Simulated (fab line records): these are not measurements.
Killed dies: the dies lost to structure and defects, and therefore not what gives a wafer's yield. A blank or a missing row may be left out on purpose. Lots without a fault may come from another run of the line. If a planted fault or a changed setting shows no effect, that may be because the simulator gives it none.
The tool behind it: which one? | flow sky130 | 7 lots with 21 wafers sampled at 2 steps, on a route of 708 steps

## WHAT THE GAUGES READ, wafer by wafer
SKY_LDD_LDN_OVL_MEAS_07.
lot  | measured     | on         | LDD_LDN_OVL (nm)
L492 | day 23 06:52 | overlay-01 | -0.3 0.3 -2.6
L496 | day 24 21:37 | overlay-01 | -0.8 1.7 1.3
L498 | day 25 15:58 | overlay-01 | 0.1 -0.9 0.8
L502 | day 27 12:04 | overlay-01 | 0.2 1.4 1.7
L504 | day 27 22:19 | overlay-02 | 0.2 0.7 -1.0
L508 | day 29 11:13 | overlay-02 | - - -
L512 | day 30 10:26 | overlay-02 | -1.0 -0.5 -2.2

## WHICH TOOL RAN EACH LOT (tool, then ch and the chambers of the sampled wafers, then the start)
lot  | SKY_LDD_LDN_COAT_02
L492 | litho-track-01 ch 0, day 22 16:04
L496 | litho-track-01 ch 0, day 24 07:22
L498 | litho-track-02 ch 0, day 25 00:40
L502 | litho-track-02 ch 0, day 26 21:40
L504 | litho-track-02 ch 0, day 27 07:39
L508 | litho-track-02, day 28 21:06
L512 | litho-track-02 ch 0, day 29 20:21
- SKY_LDD_LDN_COAT_02: resist thk 1140 nm.

## THE ANSWER, worked out from the rows above alone
Rule: what is usual is taken from the lots themselves. The widest of any qualifying gaps counts: lots, ordered by their means at a reading, are off when they make up no more than a third of the lots, leave a main group of 4 or more, and stand apart from it by 3 or more times the standard deviation of that group's means. The tables above print the reading to a certain number of digits; a main group whose means all agree to those digits is not used. Also off: a lot with no number at a reading for which 4 or more lots have one. Any other lot the step has rows for is counted as sound.
Off: at SKY_LDD_LDN_OVL_MEAS_07 (LDD_LDN_OVL), L508. Without a number there: L508. For the main group the mean is -0.1 nm and the standard deviation 0.82.
If a tool, at a process step before that reading, ran all the lots that are off and no sound lot after the first of them, it fits. Gauges at SKY_LDD_LDN_OVL_MEAS_07: tried the same way as those tools. None of those tried fits.

## WHAT THE SIMULATOR HAD PUT IN
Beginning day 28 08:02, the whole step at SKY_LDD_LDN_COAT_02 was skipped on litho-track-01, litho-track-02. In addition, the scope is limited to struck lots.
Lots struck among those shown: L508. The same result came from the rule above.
